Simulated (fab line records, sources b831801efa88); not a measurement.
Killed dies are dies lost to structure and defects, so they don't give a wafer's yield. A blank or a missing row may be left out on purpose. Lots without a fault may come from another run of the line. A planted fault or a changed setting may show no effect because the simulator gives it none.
One fault seen from 2 desks | flow sky130 | each desk has only its own numbers; what lay behind them comes last

THE METROLOGY DESK
What the gauges read, lot by lot, whatever tool the lot ran on: means of the sampled wafers that have a number. A lot is out of limits, marked OUT, if its mean lies more than 4 standard deviations from the usual mean; the brackets give that distance.
Columns: A = VT_ADJUST_HVTP_OVL at SKY_VT_ADJUST_HVTP_OVL_MEAS_08, usual -0.5 nm; B = VT_ADJUST_HVTP_TW at SKY_VT_ADJUST_HVTP_TW_MEAS_11, usual 1352; C = LDD_LDN_TW at SKY_LDD_LDN_TW_MEAS_13, usual 1488
lot  | first seen here | A    | B    | C
L890 | day 6 05:55     | -1.9 | 1342 | 1485
L892 | day 6 17:36     | 0.2  | 1345 | 1482
L894 | day 7 07:58     | 0.8  | 1354 | 1482
L896 | day 7 20:22     | -1.0 | 1354 | 1485
L898 | day 8 06:42     | -2.4 | 1359 | 1505
L899 | day 8 15:54     | -0.2 | 1344 | 1503
L900 | day 8 17:27     | -0.3 | 1362 | 1499
L901 | day 9 02:39     | -0.2 | 1353 | 1485
L903 | day 9 10:49     | -0.9 | 1348 | 1486
L907 | day 10 14:23    | 0.6  | 1359 | 1489
L909 | day 11 05:28    | -0.1 | 1354 | 1423 (-7.6) OUT
L910 | day 11 13:52    | -1.7 | 1360 | 1435 (-6.2) OUT
L913 | day 12 06:32    | -1.0 | 1358 | 1481
This desk's finding: out of limits on L909, L910; first on L909, day 29 14:15 (LDD_LDN_TW at SKY_LDD_LDN_TW_MEAS_13). In limits: L890, L892, L894, L896, L898, L899, L900, L901, L903, L907, L913.

THE TOOL OWNER'S DESK: implanter-02
The tool's own readings at SKY_LDD_LDN_IMPLANT_10: means of the sampled wafers that have a number, for each lot that ran on this tool. A lot is out of limits, marked OUT, if its mean lies more than 4 standard deviations from the usual mean; the brackets give that distance.
Columns: A = dose_ions_cm2 at SKY_LDD_LDN_IMPLANT_10, usual 1.25e+13; B = faraday_current_uA at SKY_LDD_LDN_IMPLANT_10, usual 70.4
lot  | first seen here | A                          | B
L898 | day 26 05:27    | 1.25e+13                   | 71.2
L903 | day 27 20:07    | 1.25e+13                   | 71.0
L907 | day 28 23:50    | 1.25e+13                   | 71.2
L909 | day 29 13:52    | 6.34e+12 (-99 or more) OUT | 35.8 (-25) OUT
L910 | day 30 06:38    | 6.32e+12 (-99 or more) OUT | 35.3 (-25) OUT
This desk's finding: out of limits on L909, L910; first on L909, day 29 13:52 (dose_ions_cm2 at SKY_LDD_LDN_IMPLANT_10). In limits: L898, L903, L907.

PUT TOGETHER
The tool owner's desk could have raised an alarm at day 29 13:52, on L909, L910.
The metrology desk could have raised an alarm at day 29 14:15, on L909, L910.
Of the lots named, all ran SKY_LDD_LDN_IMPLANT_10 on implanter-02.

WHAT THE SIMULATOR HAD PUT IN
Process parameter drift: implanter-02, from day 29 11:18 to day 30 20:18, at SKY_LDD_LDN_IMPLANT_10. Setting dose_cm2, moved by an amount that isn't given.
Lots struck among those shown: L909, L910.
Hours from the fault's start to each desk's first reading out of limits: the tool owner's desk, 3; the metrology desk, 3.
